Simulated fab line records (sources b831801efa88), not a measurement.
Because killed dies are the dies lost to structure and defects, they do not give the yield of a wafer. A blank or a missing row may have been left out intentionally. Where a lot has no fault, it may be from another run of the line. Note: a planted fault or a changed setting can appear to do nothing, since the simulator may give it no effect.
Lot-split experiment :: flow sky130 :: 23 wafers read across 5 lots, on a route 708 steps long

ON THE SPLIT
At SKY_LDD_P_EXPOSE_04 (exposes mask PSDM, target cd 380 nm), the setting dose mj was moved away from the recipe's 138 on 4 of the 23 wafers read, by -5.7% to -3.7%. For the rest of the wafers, this setting stayed at what the recipe calls for.

FROM THE SPLIT TO THE READING: what the file shows between them, 2 steps
- SKY_LDD_P_PEB_05
- SKY_LDD_P_DEVELOP_06: develop time 60 s

THE READING
At SKY_LDD_P_CD_MEAS_07: cd nm in nanometres, against a target cd of 380 nm. A value of 380.2 nm with a standard deviation of 2.9 nm is what fault-free wafers of this fab line usually give.

wafer: L077.2
tool, chamber at the split: iline stepper-02, 0
dose mj as run: 138
against the recipe: recipe
cd nm, nm: 380.3
against lot-mates on the recipe: -

wafer: L077.3
tool, chamber at the split: iline stepper-02, 0
dose mj as run: 138
against the recipe: recipe
cd nm, nm: 379.6
against lot-mates on the recipe: -

wafer: L077.5
tool, chamber at the split: iline stepper-02, 0
dose mj as run: 138
against the recipe: recipe
cd nm, nm: 381.5
against lot-mates on the recipe: -

wafer: L080.1
tool, chamber at the split: iline stepper-02, 0
dose mj as run: 132.9
against the recipe: -3.7%
cd nm, nm: 366.5
against lot-mates on the recipe: -8.5

wafer: L080.2
tool, chamber at the split: iline stepper-02, 0
dose mj as run: 138
against the recipe: recipe
cd nm, nm: 373.8
against lot-mates on the recipe: -

wafer: L080.3
tool, chamber at the split: iline stepper-02, 0
dose mj as run: 138
against the recipe: recipe
cd nm, nm: 375.7
against lot-mates on the recipe: -

wafer: L080.5
tool, chamber at the split: iline stepper-02, 0
dose mj as run: 138
against the recipe: recipe
cd nm, nm: 375.5
against lot-mates on the recipe: -

wafer: L080.6
tool, chamber at the split: iline stepper-02, 0
dose mj as run: 132.9
against the recipe: -3.7%
cd nm, nm: 368.0
against lot-mates on the recipe: -7.0

wafer: L081.1
tool, chamber at the split: iline stepper-01, 0
dose mj as run: 138
against the recipe: recipe
cd nm, nm: 387.1
against lot-mates on the recipe: -

wafer: L081.2
tool, chamber at the split: iline stepper-01, 0
dose mj as run: 130.2
against the recipe: -5.7%
cd nm, nm: 370.4
against lot-mates on the recipe: -16.0

wafer: L081.3
tool, chamber at the split: iline stepper-01, 0
dose mj as run: 130.2
against the recipe: -5.7%
cd nm, nm: 368.0
against lot-mates on the recipe: -18.4

wafer: L081.4
tool, chamber at the split: iline stepper-01, 0
dose mj as run: 138
against the recipe: recipe
cd nm, nm: 385.9
against lot-mates on the recipe: -

wafer: L081.5
tool, chamber at the split: iline stepper-01, 0
dose mj as run: 138
against the recipe: recipe
cd nm, nm: 386.1
against lot-mates on the recipe: -

wafer: L082.2
tool, chamber at the split: iline stepper-01, 0
dose mj as run: 138
against the recipe: recipe
cd nm, nm: 380.9
against lot-mates on the recipe: -

wafer: L082.3
tool, chamber at the split: iline stepper-01, 0
dose mj as run: 138
against the recipe: recipe
cd nm, nm: 379.2
against lot-mates on the recipe: -

wafer: L082.4
tool, chamber at the split: iline stepper-01, 0
dose mj as run: 138
against the recipe: recipe
cd nm, nm: 378.8
against lot-mates on the recipe: -

wafer: L082.5
tool, chamber at the split: iline stepper-01, 0
dose mj as run: 138
against the recipe: recipe
cd nm, nm: 378.6
against lot-mates on the recipe: -

wafer: L082.6
tool, chamber at the split: iline stepper-01, 0
dose mj as run: 138
against the recipe: recipe
cd nm, nm: 378.0
against lot-mates on the recipe: -

wafer: L084.1
tool, chamber at the split: iline stepper-02, 0
dose mj as run: 138
against the recipe: recipe
cd nm, nm: 375.5
against lot-mates on the recipe: -

wafer: L084.2
tool, chamber at the split: iline stepper-02, 0
dose mj as run: 138
against the recipe: recipe
cd nm, nm: 376.3
against lot-mates on the recipe: -

wafer: L084.4
tool, chamber at the split: iline stepper-02, 0
dose mj as run: 138
against the recipe: recipe
cd nm, nm: 377.3
against lot-mates on the recipe: -

wafer: L084.5
tool, chamber at the split: iline stepper-02, 0
dose mj as run: 138
against the recipe: recipe
cd nm, nm: 377.5
against lot-mates on the recipe: -

wafer: L084.6
tool, chamber at the split: iline stepper-02, 0
dose mj as run: 138
against the recipe: recipe
cd nm, nm: 376.2
against lot-mates on the recipe: -

FIT RESULTS
A straight line over all 23 wafers: cd nm changes by +2.17 nm for each +1% of dose mj; r = +0.74; the points scatter about the line by 3.8 nm.
The same after taking each lot's own level away (the mean of its wafers on the recipe; 23 wafers): +2.77 nm for each +1%; r = +0.97; scatter 1.3 nm.
According to that fit, moving dose mj by its largest amount changes the reading by 16 nm.
From 375.00 to 386.37 nm: that is the span of the lots' own levels, equal to 3.9 times the standard deviation above.
So the lot-to-lot level blurs the effect unless lot-mates are compared.
Check: for one of the wafers moved furthest among these (-5.7%), held out of the fit, the line's prediction against its lot-mates is -15.4 nm. It came out at -16 nm against them.

OTHER SPLITS APPLIED TO THESE WAFERS
Other splits were also applied to these wafers ahead of the reading. Each is held against what the fit with the lots' levels taken away leaves over:
other split on the same wafers: SKY_VT_ADJUST_HVTR_IMPLANT_09 dose cm2
wafers away from the commonest value: 5
r with cd nm (lot level and that fit taken away): -0.58

other split on the same wafers: SKY_VT_ADJUST_PCH_IMPLANT_08 energy kev
wafers away from the commonest value: 10
r with cd nm (lot level and that fit taken away): -0.17

other split on the same wafers: SKY_SONOS_TUNNEL_DEVELOP_06 develop time s
wafers away from the commonest value: 9
r with cd nm (lot level and that fit taken away): +0.34

other split on the same wafers: SKY_SONOS_ONO_OXIDATION_00 temp c
wafers away from the commonest value: 18
r with cd nm (lot level and that fit taken away): -0.30

other split on the same wafers: SKY_RES_PROTECT_COAT_02 spin rpm
wafers away from the commonest value: 10
r with cd nm (lot level and that fit taken away): +0.14

other split on the same wafers: SKY_POLY_GATE_CVD_03 pressure mtorr
wafers away from the commonest value: 15
r with cd nm (lot level and that fit taken away): +0.07

other split on the same wafers: SKY_POLY_GATE_SOFTBAKE_09 temp c
wafers away from the commonest value: 5
r with cd nm (lot level and that fit taken away): +0.03

other split on the same wafers: SKY_LDD_N_IMPLANT_13 energy kev
wafers away from the commonest value: 10
r with cd nm (lot level and that fit taken away): +0.02

FILE'S OWN FIT
cd nm changes by +2.76 nm for each +1% of dose mj, r = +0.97.
